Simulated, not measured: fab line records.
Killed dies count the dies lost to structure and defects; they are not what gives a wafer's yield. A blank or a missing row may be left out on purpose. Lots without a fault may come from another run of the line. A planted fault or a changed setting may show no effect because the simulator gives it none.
What tool caused it?	flow sky130	36 wafers from 12 lots sampled at 2 of the route's 708 steps

## WHAT THE GAUGES READ, wafer by wafer
SKY_METAL3_OVL_MEAS_14. Usual: METAL3_OVL 0 nm, standard deviation 5.9.
lot	measured	on	METAL3_OVL (nm)	flag
L415	day 38 07:38	overlay-02	5 -1 5	
L416	day 38 19:57	overlay-01	9 15 8	
L417	day 39 03:49	overlay-02	-4 -4 -3	
L419	day 39 23:44	overlay-01	-1 -5 -6	
L421	day 40 05:32	overlay-01	-4 -2 -5	
L422	day 40 13:08	overlay-01	9 6 4	
L423	day 40 19:50	overlay-02	6 3 0	
L424	day 41 10:20	overlay-01	4 11 3	
L425	day 41 12:33	overlay-02	-10 -6 -5	
L426	day 41 19:08	overlay-01	4 3 4	
L428	day 42 14:50	overlay-01	-10 -5 -8	
L431	day 43 05:51	overlay-02	-3 -10 -6	

## WHICH TOOL RAN EACH LOT (tool, then ch and the chambers of the sampled wafers, then the start)
lot	SKY_VT_ADJUST_PCH_STRIP_09
L415	plasma asher-04 ch 0,1, day 10 08:22
L416	plasma asher-02 ch 0,1, day 10 16:41
L417	plasma asher-04 ch 0,1, day 11 00:42
L419	plasma asher-02 ch 0,1, day 11 16:21
L421	plasma asher-01 ch 0,1, day 12 05:46
L422	plasma asher-04 ch 0,1, day 12 14:04
L423	plasma asher-01 ch 0,1, day 12 20:21
L424	plasma asher-01 ch 0,1, day 13 02:33
L425	plasma asher-04 ch 0,1, day 13 13:09
L426	plasma asher-04 ch 0,1, day 13 20:55
L428	plasma asher-04 ch 0,1, day 14 11:09
L431	plasma asher-04 ch 0,1, day 15 10:38
- SKY_VT_ADJUST_PCH_STRIP_09: strips in O2/N2.

## AS READ BY THE TOOLS THEMSELVES (means over the sampled wafers that have a number; for cases with no such wafer, the mark the record gives instead)
SKY_VT_ADJUST_PCH_STRIP_09. Usual: drypump motor current A 5.6 A, standard deviation 0.48; oes product au 0.722 a.u., standard deviation 0.0047; strip time to endpoint s 36.88 s, standard deviation 0.11.
lot	tool	drypump motor current A (A)	oes product au (a.u.)	strip time to endpoint s (s)	flag
L415	plasma asher-04	5.5	0.723	36.86	
L416	plasma asher-02	5.7	0.724	36.78	
L417	plasma asher-04	5.5	0.726	36.82	
L419	plasma asher-02	5.9	0.721	36.71	
L421	plasma asher-01	5.9	0.721	36.97	
L422	plasma asher-04	5.5	0.719	36.93	
L423	plasma asher-01	5.9	0.726	37.02	
L424	plasma asher-01	5.9	0.728	36.92	
L425	plasma asher-04	5.5	0.727	36.89	
L426	plasma asher-04	5.5	0.717	36.89	
L428	plasma asher-04	5.5	0.721	36.98	
L431	plasma asher-04	5.2	0.722	36.92	

## THE ANSWER, worked out from the rows above alone
Rule: take the mean of a lot's wafers that have a number; if it is more than 3 standard deviations from the usual mean, the lot is off. Also off: a lot with no number at a reading for which 4 or more lots have one. Where the step has rows for the other lots, those lots are counted as sound. After the gauges, taken in route order, come the tools' own readings; for these a lot's mean is taken, as printed above. The first step at which some lot is off is used, and at that step the reading that is off furthest; a lot without a number counts as furthest.
No lot is off at any reading shown: from this, nothing can be told.

## WHAT WAS PUT IN BY THE SIMULATOR
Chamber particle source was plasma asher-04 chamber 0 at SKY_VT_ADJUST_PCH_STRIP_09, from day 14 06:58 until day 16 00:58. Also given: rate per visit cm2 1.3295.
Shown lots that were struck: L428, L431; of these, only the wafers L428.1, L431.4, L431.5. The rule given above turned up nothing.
